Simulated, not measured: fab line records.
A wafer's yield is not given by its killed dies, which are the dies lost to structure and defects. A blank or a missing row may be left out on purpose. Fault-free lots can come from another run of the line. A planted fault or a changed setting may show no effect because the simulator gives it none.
A lot that was struck, set against a sound lot + flow gf180mcu + 16 out of 602 route steps
Sound: the wafers L462.4, L462.5, L462.6. The struck wafers were L457.1, L457.4, L457.5. Last of all comes the cause.
Order at every step that has rows: each side's tool, ch and its chambers, its first start. Under that, the readings that differ: sound wafers + struck wafers + difference of the means + sigmas: that difference in standard deviations of wafers without a fault.
alike: a reading whose means differ by less than 2 such deviations, as well as words and numbers matching on both sides. not compared: withheld readings; readings where some wafer has no value; bounds like >300 that might hide an equal value; numbers whose values overlap and for which the record gives no deviation.
Wherever a step has rows on one side only, a row that says differs or no value, or a row with sigmas, the two part there. Numbers that don't overlap but have no deviation are shown without sigmas and don't part them. Lack of a reading on every wafer of one side parts them only where that side has two or more wafers.

GF_V1_CMP_04: polishes SiO2.
  sound on cmp-02 ch 0,1,2, day 25 01:10; struck on cmp-02 ch 0,3, day 23 18:22
  alike: motor_current_A, time_to_endpoint_s
GF_V1_BOW_MEAS_05:
  sound on film_metro-04, day 25 01:23; struck on film_metro-01, day 23 18:40
  alike: V1_BOW
then, 8 steps without rows for these wafers: GF_V1_DEHYDRATE_06 (time 60 s); GF_V1_HMDS_07 (prime time 60 s); GF_V1_COAT_08; GF_V1_COAT_09 (resist thk 1000 nm); GF_V1_SOFTBAKE_10 (time 60 s); GF_V1_EXPOSE_11 (exposes mask Via1, target cd 260 nm); GF_V1_PEB_12 (peb time 90 s); GF_V1_DEVELOP_13 (develop time 60 s).
GF_V1_CD_MEAS_14 targets a cd of 260 nm.
  sound on cd_sem-01, day 25 21:06; struck on cd_sem-01, day 24 16:54
  alike: cd_nm
GF_V1_OVL_MEAS_15:
  sound on overlay-01, day 25 21:11; struck on overlay-01, day 24 17:01
| reading     | sound     | struck   | difference | sigmas |
|-------------|-----------|----------|------------|--------|
| V1_OVL (nm) | -11 -9 -5 | 13 11 15 | +21        | +4     |
GF_V1_ETCH_16: etches BARC in N2/H2.
  sound on rie_diel-02 ch 1,2, day 25 21:12; struck on rie_diel-04 ch 0,3, day 24 17:03
  no value came back on the struck wafers for any of 5 readings (bias_w (W), chamber_pressure_mTorr (mTorr) and others); on the sound wafers bias_w (W) reads 100.16 100.57 100.05
GF_V1_ETCH_17: etches SiO2 in C4F8/O2/Ar, stops on TiN, target depth 630 nm.
  sound: rie_diel-02 ch 1,2; struck: rie_diel-04 ch 0,3
| reading               | sound             | struck            | difference | sigmas      |
|-----------------------|-------------------|-------------------|------------|-------------|
| oes_product_au (a.u.) | 0.842 0.843 0.855 | 0.373 0.372 0.372 | -0.474     | -99 or more |
  alike: bias_w, chamber_pressure_mTorr
GF_V1_STRIP_18: strips in O2/N2.
  sound on plasma_asher-04 ch 0,1, day 25 21:22; struck on plasma_asher-02 ch 0,1, day 24 17:11
| reading               | sound             | struck            | difference | sigmas |
|-----------------------|-------------------|-------------------|------------|--------|
| oes_product_au (a.u.) | 0.590 0.589 0.589 | 0.613 0.617 0.614 | +0.025     | +5     |
  alike: drypump_motor_current_A, heater_power_w
  not compared: rf_hours_counter_h
then, 1 step without rows for these wafers: GF_V1_STRIP_19 (strips in post etch residue remover, time 1200 s).

## WHERE THEY PART
Last at GF_V1_STRIP_18 as far as this record goes, first at GF_V1_OVL_MEAS_15.

WHY: what the simulator had put in
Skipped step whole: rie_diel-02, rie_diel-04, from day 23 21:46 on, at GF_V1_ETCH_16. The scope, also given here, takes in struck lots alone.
